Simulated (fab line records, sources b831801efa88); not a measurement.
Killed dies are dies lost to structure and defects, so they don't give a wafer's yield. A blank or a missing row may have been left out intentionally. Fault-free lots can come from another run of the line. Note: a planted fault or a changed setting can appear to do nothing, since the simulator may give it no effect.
Which tool was responsible? | flow sky130 | 30 wafers from 10 lots sampled at 6 of the route's 708 steps

## WHAT THE GAUGES READ, wafer by wafer
SKY_METAL1_THK_MEAS_06: measures by xrf. Usual: METAL1_ALCU_THK 250 nm, standard deviation 3.3.
lot  | measured     | on           | METAL1_ALCU_THK (nm) | flag
L881 | day 32 07:17 | filmMetro-04 | 251 251 251          | 
L882 | day 32 23:39 | filmMetro-01 | 249 249 248          | 
L883 | day 33 05:21 | filmMetro-04 | 249 249 250          | 
L884 | day 33 10:18 | filmMetro-04 | 252 254 251          | 
L892 | day 36 01:50 | filmMetro-01 | 247 247 248          | 
L895 | day 36 19:59 | filmMetro-04 | 253 251 252          | 
L897 | day 37 03:37 | filmMetro-02 | 245 246 246          | 
L898 | day 38 02:06 | filmMetro-04 | 254 254 255          | 
L899 | day 38 14:09 | filmMetro-02 | 255 250 255          | 
L901 | day 38 21:25 | filmMetro-02 | 250 247 249          | 

SKY_VIA1_BOW_MEAS_03. Usual: VIA1_BOW 81 um, standard deviation 7.4.
lot  | measured     | on           | VIA1_BOW (um) | flag
L881 | day 33 11:35 | filmMetro-02 | 72 74 80      | 
L882 | day 34 03:52 | filmMetro-01 | 97 90 82      | 
L883 | day 34 09:04 | filmMetro-02 | 87 82 79      | 
L884 | day 34 13:41 | filmMetro-03 | 76 80 68      | 
L892 | day 37 05:02 | filmMetro-01 | 68 83 101     | 
L895 | day 37 23:20 | filmMetro-03 | 81 80 82      | 
L897 | day 38 06:37 | filmMetro-02 | 87 98 97      | 
L898 | day 39 04:44 | filmMetro-02 | 83 88 88      | 
L899 | day 39 16:46 | filmMetro-03 | 83 81 79      | 
L901 | day 39 23:25 | filmMetro-02 | 70 85 97      | 

SKY_METAL2_RS_MEAS_05: uses a four-point probe to measure. Usual: METAL2_ALCU_RS 0.1269 ohm/sq, standard deviation 0.0015.
lot  | measured     | on           | METAL2_ALCU_RS (ohm/sq) | flag
L881 | day 34 15:46 | filmMetro-03 | 0.1275 0.1291 0.1276    | 
L882 | day 35 08:03 | filmMetro-01 | 0.1278 0.1255 0.1294    | 
L883 | day 35 12:26 | filmMetro-03 | 0.1246 0.1260 0.1267    | 
L884 | day 35 17:35 | filmMetro-01 | 0.1265 0.1243 0.1265    | 
L892 | day 38 08:40 | filmMetro-01 | 0.1374 0.1401 0.1389    | OFF
L895 | day 39 02:28 | filmMetro-04 | 0.1371 0.1342 0.1351    | OFF
L897 | day 39 09:25 | filmMetro-01 | 0.1263 0.1280 0.1262    | 
L898 | day 40 07:11 | filmMetro-03 | 0.1269 0.1295 0.1282    | 
L899 | day 40 19:05 | filmMetro-04 | 0.1280 0.1274 0.1251    | 
L901 | day 41 01:23 | filmMetro-03 | 0.1275 0.1280 0.1280    | 

SKY_METAL2_THK_MEAS_06: measures by xrf. Usual: METAL2_ALCU_THK 249 nm, standard deviation 3.2.
lot  | measured     | on           | METAL2_ALCU_THK (nm) | flag
L881 | day 34 15:53 | filmMetro-03 | 247 244 248          | 
L882 | day 35 08:10 | filmMetro-01 | 248 252 243          | 
L883 | day 35 12:32 | filmMetro-03 | 254 250 251          | 
L884 | day 35 17:41 | filmMetro-01 | 249 254 250          | 
L892 | day 38 08:47 | filmMetro-01 | 229 224 225          | OFF
L895 | day 39 02:35 | filmMetro-04 | 233 234 233          | OFF
L897 | day 39 09:31 | filmMetro-01 | 248 246 251          | 
L898 | day 40 07:19 | filmMetro-03 | 249 243 246          | 
L899 | day 40 19:12 | filmMetro-04 | 247 248 254          | 
L901 | day 41 01:29 | filmMetro-03 | 248 246 247          | 

## TOOL THAT RAN EACH LOT (tool first, then ch and the chambers of the sampled wafers, then the start)
lot  | SKY_METAL1_METAL_ETCH_19         | SKY_METAL2_SPUTTER_02
L881 | rieMetal-02 ch 0,1, day 33 10:25 | pvdSputter-02, day 34 15:40
L882 | rieMetal-04 ch 0,1, day 34 02:43 | pvdSputter-03, day 35 07:57
L883 | rieMetal-02 ch 0,1, day 34 07:53 | pvdSputter-02, day 35 12:19
L884 | rieMetal-02 ch 0,1, day 34 12:31 | pvdSputter-03, day 35 17:28
L892 | rieMetal-04 ch 1, day 37 03:48   | pvdSputter-02, day 38 08:34
L895 | rieMetal-02 ch 0,1, day 37 22:10 | pvdSputter-02, day 39 02:22
L897 | rieMetal-03 ch 1, day 38 05:21   | pvdSputter-03, day 39 09:16
L898 | rieMetal-02 ch 0, day 39 03:29   | pvdSputter-03, day 40 07:06
L899 | rieMetal-02 ch 0,1, day 39 15:34 | pvdSputter-03, day 40 18:59
L901 | rieMetal-03 ch 0,1, day 39 22:14 | pvdSputter-01, day 41 01:16
- SKY_METAL1_METAL_ETCH_19: etches the open film in Cl2/BCl3, stops on SiO2, target depth 360 nm, time 78 s.
- SKY_METAL2_SPUTTER_02: material AlCu, target thk 250 nm, time 13.3 s.

## WHAT THE TOOLS THEMSELVES READ (means of the sampled wafers that have a number; where no wafer has one, the mark that the record gives instead)
SKY_METAL1_METAL_ETCH_19. Usual: bcl3FlowSccm 30.02 sccm, standard deviation 0.084; biasW 48.51 W, standard deviation 0.16; drypumpMotorCurrentA 5.8 A, standard deviation 0.33; oesProductAu 0.855 a.u., standard deviation 0.0061; throttleValvePct 22.264 %, standard deviation 0.01.
lot  | tool        | bcl3FlowSccm (sccm) | biasW (W) | drypumpMotorCurrentA (A) | oesProductAu (a.u.) | throttleValvePct (%) | flag
L881 | rieMetal-02 | 29.97               | 48.64     | 5.7                      | 0.857               | 22.269               | 
L882 | rieMetal-04 | 30.07               | 48.66     | 5.4                      | 0.856               | 22.259               | 
L883 | rieMetal-02 | 30.07               | 48.47     | 5.7                      | 0.856               | 22.261               | 
L884 | rieMetal-02 | 30.06               | 48.26     | 5.7                      | 0.855               | 22.277               | 
L892 | rieMetal-04 | 30.04               | 48.65     | 6.0                      | 0.862               | 22.263               | 
L895 | rieMetal-02 | 30.01               | 48.52     | 5.7                      | 0.857               | 22.272               | 
L897 | rieMetal-03 | 30.03               | 48.32     | 5.9                      | 0.851               | 22.257               | 
L898 | rieMetal-02 | 30.06               | 48.55     | 6.2                      | 0.861               | 22.255               | 
L899 | rieMetal-02 | 30.00               | 48.48     | 5.8                      | 0.858               | 22.261               | 
L901 | rieMetal-03 | 30.02               | 48.52     | 5.8                      | 0.853               | 22.268               | 

SKY_METAL2_SPUTTER_02. Usual: chamberPressurePa 0.4002 Pa, standard deviation 0.00076; throttleValvePct 29.9 %, standard deviation 0.66.
lot  | tool          | chamberPressurePa (Pa) | throttleValvePct (%) | flag
L881 | pvdSputter-02 | 0.4002                 | 29.6                 | 
L882 | pvdSputter-03 | 0.4007                 | 30.4                 | 
L883 | pvdSputter-02 | 0.4001                 | 29.5                 | 
L884 | pvdSputter-03 | 0.3997                 | 30.5                 | 
L892 | pvdSputter-02 | 0.4004                 | 29.5                 | 
L895 | pvdSputter-02 | 0.4007                 | 29.6                 | 
L897 | pvdSputter-03 | 0.4004                 | 29.6                 | 
L898 | pvdSputter-03 | 0.4004                 | 30.0                 | 
L899 | pvdSputter-03 | 0.4002                 | 29.8                 | 
L901 | pvdSputter-01 | 0.4004                 | 29.7                 | 

## THE ANSWER, worked out from the rows above alone
Rule: a lot counts as off when the mean over its wafers that have a number is more than 3 standard deviations away from the usual mean. A lot without any number at a reading at which 4 lots or more have one is off too. Any other lot the step has rows for is counted as sound. First the gauges in route order, then the tools' own readings, where a lot's mean is used as printed above. At the first step where some lot is off, the reading lying furthest off is the one used; lots without a number count as furthest.
Off: L892, L895, seen at SKY_METAL2_RS_MEAS_05 (METAL2_ALCU_RS).
A tool fits if, at a process step before that reading, it ran every lot that is off, and no sound lot after the first of them. Those tools and the gauges at SKY_METAL2_RS_MEAS_05 are tried in the same way. One fits: SKY_METAL2_SPUTTER_02 on pvdSputter-02. Its last sound lot is L883 (day 35 12:19), its first lot that is off L892 (day 38 08:34): a fault that began between those two fits.

## WHAT THE SIMULATOR HAD PUT IN
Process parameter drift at SKY_METAL2_SPUTTER_02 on pvdSputter-02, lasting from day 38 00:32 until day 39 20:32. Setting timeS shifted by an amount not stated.
Lots struck among those shown: L892, L895. The rule above found the same.
